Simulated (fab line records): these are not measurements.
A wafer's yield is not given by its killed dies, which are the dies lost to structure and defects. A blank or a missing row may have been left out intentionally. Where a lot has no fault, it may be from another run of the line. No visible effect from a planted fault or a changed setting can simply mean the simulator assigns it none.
The tool behind it: which one? | flow sky130 | Sampling: 14 lots, 42 wafers, 4 of 708 route steps

## WHAT THE GAUGES READ, wafer by wafer
SKY_VT_ADJUST_NCORE_TW_MEAS_11. Usual: VT_ADJUST_NCORE_TW gives 216.6 (standard deviation 2.7).
lot  | measured     | on            | VT_ADJUST_NCORE_TW | flag
L324 | day 8 16:33  | film-metro-02 | 219.5 218.4 218.7  |
L325 | day 9 04:05  | film-metro-02 | 217.5 218.4 218.9  |
L326 | day 9 07:28  | film-metro-04 | 215.9 214.5 215.9  |
L334 | day 11 20:26 | film-metro-04 | 212.3 214.2 213.2  |
L332 | day 11 21:13 | film-metro-04 | 214.6 213.3 213.9  |
L336 | day 12 16:39 | film-metro-04 | 212.1 212.9 211.9  |
L338 | day 13 00:51 | film-metro-03 | 218.0 219.0 218.3  |
L340 | day 13 09:00 | film-metro-04 | 212.3 213.6 213.0  |
L341 | day 13 22:40 | film-metro-04 | 213.0 212.8 213.2  |
L342 | day 14 05:07 | film-metro-02 | 217.1 216.7 216.5  |
L343 | day 14 09:32 | film-metro-04 | 212.3 212.4 212.9  |
L344 | day 14 13:18 | film-metro-03 | 220.0 221.0 222.0  |
L345 | day 15 06:20 | film-metro-03 | 219.5 219.6 219.8  |
L346 | day 15 14:44 | film-metro-02 | 218.1 217.6 218.9  |

SKY_VT_ADJUST_PCH_OVL_MEAS_07. Usual: VT_ADJUST_PCH_OVL gives 0.5 nm (standard deviation 1.3).
lot  | measured     | on         | VT_ADJUST_PCH_OVL (nm) | flag
L324 | day 10 11:58 | overlay-02 | 3.3 4.2 3.5            |
L325 | day 10 23:32 | overlay-02 | 0.8 0.3 0.8            |
L326 | day 11 03:41 | overlay-02 | -1.0 0.9 0.4           |
L334 | day 13 22:26 | overlay-02 | -1.5 -2.1 -0.5         |
L332 | day 13 23:23 | overlay-02 | 2.1 1.0 1.1            |
L336 | day 14 19:52 | overlay-01 | 1.5 0.1 0.9            |
L338 | day 15 03:58 | overlay-01 | 2.1 0.9 0.6            |
L340 | day 15 13:40 | overlay-01 | 0.1 0.6 0.3            |
L341 | day 16 04:03 | overlay-01 | 0.8 0.7 1.2            |
L342 | day 16 10:45 | overlay-02 | 2.0 2.7 -0.7           |
L343 | day 16 16:00 | overlay-02 | -1.4 -1.4 -1.5         |
L344 | day 16 18:41 | overlay-01 | -0.5 1.5 1.5           |
L345 | day 17 12:11 | overlay-01 | 0.7 0.7 -0.6           |
L346 | day 17 21:31 | overlay-02 | 0.5 0.5 -1.3           |

SKY_LDD_LDN_OVL_MEAS_07. Usual: LDD_LDN_OVL gives -0.9 nm (standard deviation 1.4).
lot  | measured     | on         | LDD_LDN_OVL (nm) | flag
L324 | day 23 05:17 | overlay-01 | -1.4 0.3 -1.0    |
L325 | day 23 07:44 | overlay-02 | 0.2 -1.7 -0.1    |
L326 | day 23 18:22 | overlay-02 | -0.5 -0.2 -0.4   |
L334 | day 26 23:50 | overlay-01 | 0.5 -0.2 -0.6    |
L332 | day 27 02:16 | overlay-02 | -1.6 0.3 -1.0    |
L336 | day 27 23:29 | overlay-02 | -0.5 -0.4 0.3    |
L338 | day 28 20:08 | overlay-02 | 1.2 1.4 1.9      |
L340 | day 29 00:20 | overlay-01 | 0.1 0.6 -0.4     |
L341 | day 29 06:47 | overlay-01 | -1.4 -2.9 -2.3   |
L342 | day 29 11:44 | overlay-01 | -2.6 -1.1 -3.0   |
L343 | day 29 15:56 | overlay-01 | -4.1 -2.9 -3.0   |
L344 | day 29 18:17 | overlay-02 | -2.6 -1.8 -0.9   |
L345 | day 30 11:11 | overlay-02 | -2.5 -0.1 -1.7   |
L346 | day 30 19:10 | overlay-01 | -0.4 -2.8 -1.0   |

## WHICH TOOL RAN EACH LOT (tool, then ch and the chambers of the sampled wafers, then the start)
lot  | SKY_LDD_N_IMPLANT_15
L324 | implanter-04 ch 0, day 18 04:01
L325 | implanter-04 ch 0, day 18 07:25
L326 | implanter-02 ch 0, day 18 15:44
L334 | implanter-04 ch 0, day 22 01:25
L332 | implanter-04 ch 0, day 22 04:34
L336 | implanter-01 ch 0, day 23 01:14
L338 | implanter-02 ch 0, day 24 00:38
L340 | implanter-02 ch 0, day 24 03:21
L341 | implanter-02 ch 0, day 24 11:31
L342 | implanter-04 ch 0, day 24 16:37
L343 | implanter-01 ch 0, day 24 20:13
L344 | implanter-04 ch 0, day 24 23:26
L345 | implanter-04 ch 0, day 25 17:55
L346 | implanter-01 ch 0, day 26 01:02
- SKY_LDD_N_IMPLANT_15

## AS READ BY THE TOOLS THEMSELVES (means over the sampled wafers that have a number; for cases with no such wafer, the mark the record gives instead)
SKY_LDD_N_IMPLANT_15. Usual: dose-ions-cm2 4.999e+12, standard deviation 5e+09; faraday-current-uA 28.1, standard deviation 0.59.
lot  | tool         | dose-ions-cm2 | faraday-current-uA | flag
L324 | implanter-04 | 5.000e+12     | 27.9               |
L325 | implanter-04 | 5.003e+12     | 27.9               |
L326 | implanter-02 | 5.002e+12     | 28.1               |
L334 | implanter-04 | 4.690e+12     | 26.0               | OFF
L332 | implanter-04 | 4.694e+12     | 26.1               | OFF
L336 | implanter-01 | 5.001e+12     | 28.4               |
L338 | implanter-02 | 5.003e+12     | 28.1               |
L340 | implanter-02 | 4.994e+12     | 28.0               |
L341 | implanter-02 | 5.000e+12     | 28.7               |
L342 | implanter-04 | 5.004e+12     | 28.3               |
L343 | implanter-01 | 5.004e+12     | 28.7               |
L344 | implanter-04 | 5.000e+12     | 28.5               |
L345 | implanter-04 | 4.991e+12     | 28.4               |
L346 | implanter-01 | 5.006e+12     | 27.9               |

## THE ANSWER, worked out from the rows above alone
Rule: take the mean of a lot's wafers that have a number; if it is more than 3 standard deviations from the usual mean, the lot is off. Also off: a lot with no number at a reading for which 4 or more lots have one. All remaining lots with rows at the step are treated as sound. Order of review: gauges by route order, followed by the tools' own readings, for which a lot's mean as printed above is used. At the first step where some lot is off, the reading lying furthest off is the one used; lots without a number count as furthest.
Off at SKY_LDD_N_IMPLANT_15 (dose-ions-cm2): L334, L332.
If a tool, at that step or one of the process steps before it, ran each lot that is off and ran no sound lot following the first of them, it fits. No candidate that was tried fits.

## WHAT THE SIMULATOR HAD INSERTED
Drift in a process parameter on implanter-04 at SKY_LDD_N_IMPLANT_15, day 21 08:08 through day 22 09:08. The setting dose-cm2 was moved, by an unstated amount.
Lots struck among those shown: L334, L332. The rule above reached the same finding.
